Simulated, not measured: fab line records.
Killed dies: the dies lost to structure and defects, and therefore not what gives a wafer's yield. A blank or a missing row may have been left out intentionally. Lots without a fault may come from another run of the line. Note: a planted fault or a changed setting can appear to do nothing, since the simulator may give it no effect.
Which tool was responsible? | flow sky130 | 14 lots, 42 wafers sampled, at 7 steps of a route of 708

== WHAT THE GAUGES READ, wafer by wafer ==
SKY_NWELL_RS_MEAS_31: uses a four-point probe to measure.
lot  | measured     | on            | PWDE_RS (ohm/sq)
L256 | day 5 16:19  | film-metro-03 | 5283 5276 5274
L257 | day 5 21:44  | film-metro-04 | 5274 5276 5295
L259 | day 6 08:19  | film-metro-03 | 5248 5255 5273
L260 | day 6 13:45  | film-metro-03 | 5258 5238 5265
L262 | day 7 06:23  | film-metro-01 | 5271 5288 5279
L266 | day 8 02:57  | film-metro-04 | 5290 5285 5292
L267 | day 8 09:48  | film-metro-01 | 5288 5289 5268
L268 | day 8 16:46  | film-metro-04 | 5285 5282 5281
L269 | day 8 21:00  | film-metro-03 | 5283 5285 5288
L273 | day 9 23:37  | film-metro-03 | 5266 5264 5265
L274 | day 10 05:14 | film-metro-01 | 5298 5316 5291
L275 | day 10 15:00 | film-metro-03 | 5295 5287 5291
L277 | day 11 01:03 | film-metro-04 | 5297 5271 5307
L278 | day 11 06:22 | film-metro-04 | 5284 5283 5267

SKY_VT_ADJUST_HVTR_CD_MEAS_07: the cd target is 380 nm.
lot  | measured     | on        | cd-nm (nm)
L256 | day 9 19:32  | cd-sem-01 | 377.3 377.3 378.5
L257 | day 10 04:11 | cd-sem-01 | 381.4 380.4 381.4
L259 | day 10 16:14 | cd-sem-01 | 377.1 375.1 377.7
L260 | day 10 23:58 | cd-sem-01 | 376.9 376.3 371.9
L262 | day 11 18:38 | cd-sem-01 | 383.2 384.0 381.7
L266 | day 12 18:15 | cd-sem-02 | 384.4 382.7 379.1
L267 | day 13 04:58 | cd-sem-01 | 379.9 381.2 381.3
L268 | day 13 13:16 | cd-sem-01 | 382.4 382.3 382.7
L269 | day 13 18:34 | cd-sem-02 | 379.9 375.5 377.0
L273 | day 15 04:22 | cd-sem-01 | 379.2 376.1 376.4
L274 | day 15 07:25 | cd-sem-01 | - - -
L275 | day 15 20:13 | cd-sem-01 | - - -
L277 | day 16 09:43 | cd-sem-01 | 375.2 374.1 376.0
L278 | day 16 15:19 | cd-sem-01 | 383.6 380.7 382.3

SKY_VT_ADJUST_PCH_OVL_MEAS_07.
lot  | measured     | on         | VT_ADJUST_PCH_OVL (nm)
L256 | day 10 18:28 | overlay-02 | 0.7 -0.2 0.5
L257 | day 11 03:13 | overlay-02 | 2.1 2.4 2.3
L259 | day 11 15:43 | overlay-02 | -2.1 -1.8 -1.8
L260 | day 12 00:01 | overlay-01 | -1.9 -2.7 -1.7
L262 | day 12 19:25 | overlay-02 | 1.9 1.3 2.6
L266 | day 13 20:01 | overlay-01 | -0.6 -1.9 -0.8
L267 | day 14 06:43 | overlay-02 | 1.7 1.2 0.0
L268 | day 14 15:48 | overlay-01 | 1.9 0.5 -0.2
L269 | day 14 21:16 | overlay-02 | 0.3 1.1 0.1
L273 | day 16 08:36 | overlay-02 | 0.0 0.4 -1.3
L274 | day 16 12:04 | overlay-02 | 0.9 -0.3 0.6
L275 | day 17 01:30 | overlay-01 | -1.9 -1.2 -0.7
L277 | day 17 15:13 | overlay-01 | 0.3 0.1 0.7
L278 | day 17 21:16 | overlay-01 | 1.0 1.6 0.1

SKY_VT_ADJUST_PCH_TW_MEAS_10.
lot  | measured     | on            | VT_ADJUST_PCH_TW
L256 | day 10 18:45 | film-metro-01 | 141.9 141.7 141.2
L257 | day 11 03:30 | film-metro-02 | 142.4 142.1 142.7
L259 | day 11 16:01 | film-metro-03 | 143.1 142.3 142.2
L260 | day 12 00:18 | film-metro-01 | 141.6 140.7 141.0
L262 | day 12 19:43 | film-metro-03 | 142.5 143.3 142.5
L266 | day 13 20:19 | film-metro-02 | 141.1 141.6 141.8
L267 | day 14 07:00 | film-metro-03 | 143.3 142.4 142.3
L268 | day 14 16:05 | film-metro-01 | 141.1 141.7 140.6
L269 | day 14 21:33 | film-metro-03 | 142.2 142.6 142.2
L273 | day 16 08:53 | film-metro-01 | 144.0 143.6 144.6
L274 | day 16 12:22 | film-metro-02 | 223.5 223.0 223.9
L275 | day 17 01:47 | film-metro-02 | 222.4 223.5 222.1
L277 | day 17 15:30 | film-metro-01 | 143.6 144.8 145.1
L278 | day 17 21:33 | film-metro-03 | 142.0 141.9 141.2

SKY_SONOS_TUNNEL_TW_MEAS_12.
lot  | measured     | on            | SONOS_TUNNEL_TW
L256 | day 11 19:08 | film-metro-02 | 197.4 197.0 198.0
L257 | day 12 02:44 | film-metro-01 | 196.9 196.4 195.9
L259 | day 12 15:46 | film-metro-02 | 195.4 196.2 195.3
L260 | day 13 00:47 | film-metro-02 | 195.3 195.4 195.6
L262 | day 13 21:33 | film-metro-04 | 197.6 199.0 199.6
L266 | day 14 23:28 | film-metro-02 | 196.0 196.0 194.8
L267 | day 15 10:34 | film-metro-01 | 195.7 195.4 194.8
L268 | day 15 19:16 | film-metro-01 | 194.8 195.7 196.6
L269 | day 16 01:34 | film-metro-01 | 198.4 199.8 199.5
L273 | day 17 14:50 | film-metro-02 | 195.9 196.2 197.1
L274 | day 17 18:12 | film-metro-01 | 249.8 251.7 251.0
L275 | day 18 07:45 | film-metro-02 | 247.4 249.8 248.7
L277 | day 18 22:23 | film-metro-01 | 201.0 199.7 200.1
L278 | day 19 04:24 | film-metro-02 | 196.3 196.0 195.2

== WHAT TOOL EACH LOT RAN ON (gives the tool, then ch and the chambers of the sampled wafers, and finally the start) ==
lot  | SKY_VT_ADJUST_HVTP_STRIP_10          | SKY_VT_ADJUST_HVTR_COAT_02
L256 | plasma-asher-02 ch 0,1, day 6 10:47  | litho-track-03 ch 0, day 9 09:17
L257 | plasma-asher-02 ch 0,1, day 6 16:49  | litho-track-03 ch 0, day 9 16:14
L259 | plasma-asher-04 ch 0,1, day 7 03:52  | litho-track-03 ch 0, day 10 05:05
L260 | plasma-asher-01 ch 0,1, day 7 09:22  | litho-track-01 ch 0, day 10 12:22
L262 | plasma-asher-02 ch 0, day 8 03:07    | litho-track-03 ch 0, day 11 06:44
L266 | plasma-asher-01 ch 0,1, day 8 23:19  | litho-track-02 ch 0, day 12 05:58
L267 | plasma-asher-02 ch 1, day 9 07:23    | litho-track-02 ch 0, day 12 16:04
L268 | plasma-asher-04 ch 0,1, day 9 14:28  | litho-track-03 ch 0, day 13 00:34
L269 | plasma-asher-01 ch 0,1, day 9 18:10  | litho-track-02 ch 0, day 13 06:01
L273 | plasma-asher-04 ch 0, day 10 23:22   | litho-track-02 ch 0, day 14 14:10
L274 | plasma-asher-04 ch 0,1, day 11 04:01 | litho-track-01, day 14 17:28
L275 | plasma-asher-01 ch 0,1, day 11 14:19 | litho-track-03, day 15 06:46
L277 | plasma-asher-02 ch 0,1, day 12 00:52 | litho-track-03 ch 0, day 15 19:37
L278 | plasma-asher-04 ch 0,1, day 12 06:13 | litho-track-03 ch 0, day 16 01:22
- SKY_VT_ADJUST_HVTP_STRIP_10: strips in O2/N2.
- SKY_VT_ADJUST_HVTR_COAT_02: resist thk 1140 nm.

== AS READ BY THE TOOLS THEMSELVES (means over the sampled wafers that have a number; for cases with no such wafer, the mark the record gives instead) ==
SKY_VT_ADJUST_HVTP_STRIP_10.
lot  | tool            | drypump-motor-current-A (A) | n2-flow-sccm (sccm) | oes-product-au (a.u.) | strip-time-to-endpoint-s (s)
L256 | plasma-asher-02 | 5.5                         | 299.5               | 0.716                 | 14.03
L257 | plasma-asher-02 | 5.2                         | 300.4               | 0.718                 | 14.09
L259 | plasma-asher-04 | 6.0                         | 300.6               | 0.722                 | 14.02
L260 | plasma-asher-01 | 6.0                         | 300.5               | 0.718                 | 14.08
L262 | plasma-asher-02 | 5.8                         | 300.7               | 0.717                 | 14.13
L266 | plasma-asher-01 | 5.8                         | 299.9               | 0.715                 | 14.15
L267 | plasma-asher-02 | 4.9                         | 299.8               | 0.721                 | 14.07
L268 | plasma-asher-04 | 6.0                         | 300.2               | 0.720                 | 14.03
L269 | plasma-asher-01 | 6.0                         | 299.4               | 0.716                 | 14.02
L273 | plasma-asher-04 | 6.1                         | 300.2               | 0.719                 | 14.07
L274 | plasma-asher-04 | 6.0                         | 300.4               | 0.718                 | 14.06
L275 | plasma-asher-01 | 5.7                         | 300.4               | 0.719                 | 14.11
L277 | plasma-asher-02 | 5.2                         | 300.0               | 0.720                 | 14.11
L278 | plasma-asher-04 | 6.1                         | 299.4               | 0.716                 | 14.05

SKY_VT_ADJUST_HVTR_COAT_02.
lot  | tool           | chill-plate-temp-C (C) | dispense-pressure-kPa (kPa) | resist-line-temp-C (C) | spin-speed-rpm (rpm)
L256 | litho-track-03 | 23.02                  | 53.8                        | 22.97                  | 2999.8
L257 | litho-track-03 | 22.83                  | 53.8                        | 23.11                  | 3001.6
L259 | litho-track-03 | 22.97                  | 53.9                        | 22.89                  | 3001.9
L260 | litho-track-01 | 22.97                  | 50.2                        | 23.23                  | 3001.9
L262 | litho-track-03 | 23.05                  | 53.8                        | 23.06                  | 3001.0
L266 | litho-track-02 | 23.05                  | 54.6                        | 22.93                  | 3002.1
L267 | litho-track-02 | 23.05                  | 54.6                        | 22.96                  | 2997.5
L268 | litho-track-03 | 22.92                  | 53.9                        | 22.97                  | 3001.5
L269 | litho-track-02 | 22.89                  | 54.6                        | 22.96                  | 3000.9
L273 | litho-track-02 | 22.92                  | 54.6                        | 22.84                  | 3001.3
L274 | litho-track-01 | -                      | -                           | -                      | -
L275 | litho-track-03 | -                      | -                           | -                      | -
L277 | litho-track-03 | 23.02                  | 53.9                        | 22.94                  | 2999.4
L278 | litho-track-03 | 23.00                  | 53.9                        | 22.90                  | 3001.4

== THE ANSWER, worked out from the rows above alone ==
Rule: the lots themselves supply what counts as usual. The widest of any qualifying gaps counts: lots, ordered by their means at a reading, are off when they make up no more than a third of the lots, leave a main group of 4 or more, and stand apart from it by 3 or more times the standard deviation of that group's means. Not used: any main group whose means are identical at the precision the tables above print for the reading. Also off: a lot with no number at a reading for which 4 or more lots have one. All remaining lots with rows at the step are treated as sound. First the gauges in route order, then the tools' own readings, where a lot's mean is used as printed above. At the first step where some lot is off, the reading lying furthest off is the one used; lots without a number count as furthest.
Off: L274, L275, at SKY_VT_ADJUST_HVTR_CD_MEAS_07 (cd-nm). Without a number there: L274, L275. The main group has a mean of 379.2 nm with a standard deviation of 2.9.
If a tool, at a process step before that reading, ran all the lots that are off and no sound lot after the first of them, it fits. Not tried: the gauges at SKY_VT_ADJUST_HVTR_CD_MEAS_07; whatever is off there is also off at SKY_VT_ADJUST_PCH_TW_MEAS_10, on other tools, and gauge error can't account for it. Not one of the candidates tried fits.

== WHAT THE SIMULATOR PUT IN ==
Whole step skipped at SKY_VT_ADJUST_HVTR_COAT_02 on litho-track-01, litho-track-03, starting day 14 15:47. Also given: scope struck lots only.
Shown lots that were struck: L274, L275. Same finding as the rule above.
